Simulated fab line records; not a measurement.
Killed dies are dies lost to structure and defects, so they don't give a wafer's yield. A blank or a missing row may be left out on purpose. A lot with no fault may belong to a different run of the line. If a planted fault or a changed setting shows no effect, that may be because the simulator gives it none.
Chamber matching ; flow gf180mcu ; GF_V3_CMP_26 on cmp-01 has 4 sister chambers
The step polishes, stops on SiO2, t overpolish 15 s, target thk 0 nm. 4 wafers are shown with their chamber, then 7 later ones without.

== WAFERS PAIRED WITH THEIR CHAMBERS ==
wafer;chamber;motor-current-A (A)
L238.1;1;10.4
L241.2;3;12.2
L251.2;0;12.6
L251.4;2;12.3

== WAFERS WITHOUT THEIR CHAMBER ==
wafer;motor-current-A (A)
L251.6;12.9
L253.4;13.0
L253.5;12.5
L253.6;12.1
L255.2;10.3
L255.3;12.2
L255.4;12.6

== WHICH CHAMBER EACH WENT THROUGH ==
wafer;from the rows above;in truth
L251.6;can't be placed: 0 or 2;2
L253.4;can't be placed: 0 or 2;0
L253.5;can't be placed: 0 or 2 or 3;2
L253.6;can't be placed: 3 or 2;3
L255.2;1;1
L255.3;can't be placed: 3 or 2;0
L255.4;can't be placed: 0 or 2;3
Correctly placed: 1 of 7. Not placeable from these rows: 6 (in 4, the candidates include the true chamber). Placed wrongly: 0.
How it was worked out, from the rows above alone: a wafer's distance from a chamber is the root of the sum, over the readings, of the square of ((its reading less the chamber's mean) divided by the reading's scatter). The wafer belongs to the nearest chamber; if the next one is less than 2 further off, it can't be placed. For every chamber, the mean is computed from those of its wafers that are shown. The scatter: root of mean squared gap, hidden wafer to nearest shown wafer, with one shown wafer a chamber.
